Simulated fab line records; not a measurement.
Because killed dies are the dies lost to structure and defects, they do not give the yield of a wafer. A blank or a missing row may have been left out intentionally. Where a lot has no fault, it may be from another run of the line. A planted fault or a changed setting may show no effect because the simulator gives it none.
Which tool is to blame? | flow gf180mcu | 12 lots, 36 wafers sampled, at 4 steps of a route of 602

WHAT THE GAUGES SHOWED, per wafer
GF_VT_IMPLANT_OVL_MEAS_07. Usual: VT_IMPLANT_OVL 0.4 nm, standard deviation 1.4.
lot  | measured     | on         | VT_IMPLANT_OVL (nm) | flag
L675 | day 5 15:23  | overlay-01 | -1.2 -0.7 -2.2      | 
L679 | day 6 22:21  | overlay-01 | -1.4 0.9 0.5        | 
L680 | day 7 02:55  | overlay-01 | -0.4 -1.4 -2.3      | 
L682 | day 7 11:41  | overlay-02 | -0.5 0.5 -0.4       | 
L683 | day 7 19:40  | overlay-01 | 1.6 0.3 1.9         | 
L684 | day 8 01:11  | overlay-02 | 1.8 2.6 2.5         | 
L687 | day 8 18:23  | overlay-02 | 1.5 0.0 2.0         | 
L689 | day 9 03:50  | overlay-02 | - - -               | OFF
L692 | day 10 00:03 | overlay-02 | 1.9 2.8 0.9         | 
L693 | day 10 04:29 | overlay-01 | 0.9 0.9 0.0         | 
L697 | day 11 06:43 | overlay-01 | 0.2 -0.6 0.5        | 
L698 | day 11 14:39 | overlay-01 | 0.0 0.8 1.7         | 

GF_VT_IMPLANT_TW_MEAS_10. Usual: VT_IMPLANT_TW 562, standard deviation 5.
lot  | measured     | on           | VT_IMPLANT_TW | flag
L675 | day 5 15:40  | filmMetro-04 | 553 557 558   | 
L679 | day 6 22:39  | filmMetro-04 | 557 553 553   | 
L680 | day 7 03:12  | filmMetro-02 | 563 565 564   | 
L682 | day 7 11:59  | filmMetro-03 | 560 562 559   | 
L683 | day 7 19:57  | filmMetro-03 | 562 559 567   | 
L684 | day 8 01:28  | filmMetro-04 | 554 557 557   | 
L687 | day 8 18:40  | filmMetro-02 | 561 562 563   | 
L689 | day 9 04:08  | filmMetro-02 | 30 30 30      | OFF
L692 | day 10 00:20 | filmMetro-03 | 567 567 569   | 
L693 | day 10 04:46 | filmMetro-03 | 566 567 569   | 
L697 | day 11 07:00 | filmMetro-03 | 563 562 564   | 
L698 | day 11 14:56 | filmMetro-02 | 568 567 564   | 

GF_VT_IMPLANT_TW_MEAS_21. Usual: VT_IMPLANT_2_TW 1212, standard deviation 9.8.
lot  | measured     | on           | VT_IMPLANT_2_TW | flag
L675 | day 6 06:34  | filmMetro-02 | 1214 1211 1216  | 
L679 | day 7 14:31  | filmMetro-03 | 1205 1211 1200  | 
L680 | day 7 18:06  | filmMetro-03 | 1209 1208 1209  | 
L682 | day 8 04:14  | filmMetro-04 | 1199 1203 1196  | 
L683 | day 8 12:39  | filmMetro-02 | 1207 1209 1209  | 
L684 | day 8 18:03  | filmMetro-04 | 1195 1198 1194  | 
L687 | day 9 11:42  | filmMetro-02 | 1221 1214 1219  | 
L689 | day 9 21:27  | filmMetro-03 | 1253 1253 1250  | OFF
L692 | day 10 18:20 | filmMetro-03 | 1225 1236 1225  | 
L693 | day 10 23:08 | filmMetro-02 | 1219 1210 1219  | 
L697 | day 12 02:12 | filmMetro-04 | 1205 1200 1199  | 
L698 | day 12 10:38 | filmMetro-03 | 1221 1220 1214  | 

WHICH TOOL RAN EACH LOT (tool, then ch and the chambers of the sampled wafers, then the start)
lot  | GF_VT_IMPLANT_EXPOSE_04
L675 | ilineStepper-01 ch 0, day 5 07:55
L679 | ilineStepper-02 ch 0, day 6 14:35
L680 | ilineStepper-02 ch 0, day 6 19:17
L682 | ilineStepper-01 ch 0, day 7 04:16
L683 | ilineStepper-02 ch 0, day 7 12:05
L684 | ilineStepper-02 ch 0, day 7 16:52
L687 | ilineStepper-02 ch 0, day 8 10:29
L689 | ilineStepper-02 ch 0, day 8 19:19
L692 | ilineStepper-01 ch 0, day 9 15:53
L693 | ilineStepper-01 ch 0, day 9 20:09
L697 | ilineStepper-02 ch 0, day 10 21:58
L698 | ilineStepper-01 ch 0, day 11 05:03
- GF_VT_IMPLANT_EXPOSE_04: exposes mask LVPWELL LV AREA, target cd 600 nm.

AS READ BY THE TOOLS THEMSELVES (means over the sampled wafers that have a number; for cases with no such wafer, the mark the record gives instead)
GF_VT_IMPLANT_EXPOSE_04. Usual: stageVelMmS 499.92 mm/s, standard deviation 0.25.
lot  | tool            | stageVelMmS (mm/s) | flag
L675 | ilineStepper-01 | 499.76             | 
L679 | ilineStepper-02 | 500.37             | 
L680 | ilineStepper-02 | 499.57             | 
L682 | ilineStepper-01 | 499.85             | 
L683 | ilineStepper-02 | 500.21             | 
L684 | ilineStepper-02 | 499.90             | 
L687 | ilineStepper-02 | 499.94             | 
L689 | ilineStepper-02 | 499.56             | 
L692 | ilineStepper-01 | 499.75             | 
L693 | ilineStepper-01 | 499.60             | 
L697 | ilineStepper-02 | 499.71             | 
L698 | ilineStepper-01 | 500.01             | 

THE ANSWER, worked out from the rows above alone
Rule: a lot is off if the mean of its wafers that have a number lies more than 3 standard deviations from the usual mean. A lot without any number at a reading at which 4 lots or more have one is off too. Where the step has rows for the other lots, those lots are counted as sound. Order of review: gauges by route order, followed by the tools' own readings, for which a lot's mean as printed above is used. The first step at which some lot is off is used, and at that step the reading that is off furthest; a lot without a number counts as furthest.
Off: at GF_VT_IMPLANT_OVL_MEAS_07 (VT_IMPLANT_OVL), L689. Without a number there: L689.
A tool fits if, at a process step before that reading, it ran every lot that is off, and no sound lot after the first of them. The gauges at GF_VT_IMPLANT_OVL_MEAS_07 aren't tried: what is off there is off at GF_VT_IMPLANT_TW_MEAS_10 too, on other tools, and a gauge's error can't cause that. None of those tried fits.

WHAT THE SIMULATOR HAD INSERTED
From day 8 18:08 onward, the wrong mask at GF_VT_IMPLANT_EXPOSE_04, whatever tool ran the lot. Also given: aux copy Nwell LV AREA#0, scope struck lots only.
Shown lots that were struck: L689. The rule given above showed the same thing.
